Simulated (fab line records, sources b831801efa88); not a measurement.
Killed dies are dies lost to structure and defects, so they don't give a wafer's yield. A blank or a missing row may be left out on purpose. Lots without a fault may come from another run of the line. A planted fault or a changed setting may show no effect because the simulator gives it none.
Chamber matching | flow gf180mcu | GF_V5_CVD_02 on pecvd-03: 3 sister chambers
The step deposits SiO2 from TEOS, target thk 1450 nm, time 163.28 s. 14 wafers are shown with their chamber, then 7 later ones without.

WAFERS WITH THEIR CHAMBER
wafer  | chamber | heater_power_w (W)
L076.1 | 1       | 705
L076.2 | 0       | 536
L076.4 | 0       | 610
L077.1 | 1       | 591
L077.2 | 0       | 658
L077.3 | 2       | 757
L077.4 | 1       | 665
L077.5 | 0       | 511
L077.6 | 2       | 797
L078.1 | 0       | 578
L078.2 | 1       | 666
L078.4 | 0       | 633
L088.1 | 0       | 579
L088.5 | 0       | 621

SIGNATURES (means of the wafers above)
reading        | chamber 0 | chamber 1 | chamber 2 | scatter within a chamber
heater_power_w | 590.75    | 656.75    | 777.00    | 47.5
Rule: a wafer's distance from a chamber is the root of the sum, over the readings, of the square of ((its reading less the chamber's mean) divided by the reading's scatter). The wafer belongs to the nearest chamber; if the next one is less than 2 further off, it can't be placed. The scatter: the root of (the sum of the squares of (reading less its chamber's mean) over the shown wafers, divided by (wafers less chambers)).

WAFERS WITHOUT THEIR CHAMBER
wafer  | heater_power_w (W)
L088.6 | 672
L090.3 | 753
L090.4 | 832
L090.6 | 665
L091.1 | 597
L091.3 | 627
L091.5 | 706

WHICH CHAMBER EACH WENT THROUGH
wafer  | from the rows above          | in truth
L088.6 | can't be placed: 1 or 0 or 2 | 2
L090.3 | can't be placed: 2 or 1      | 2
L090.4 | 2                            | 2
L090.6 | can't be placed: 1 or 0      | 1
L091.1 | can't be placed: 0 or 1      | 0
L091.3 | can't be placed: 1 or 0      | 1
L091.5 | can't be placed: 1 or 2 or 0 | 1
Placed correctly: 1 of 7. Can't be placed from these rows: 6 (the true chamber is among the candidates in 6). Placed wrongly: 0.
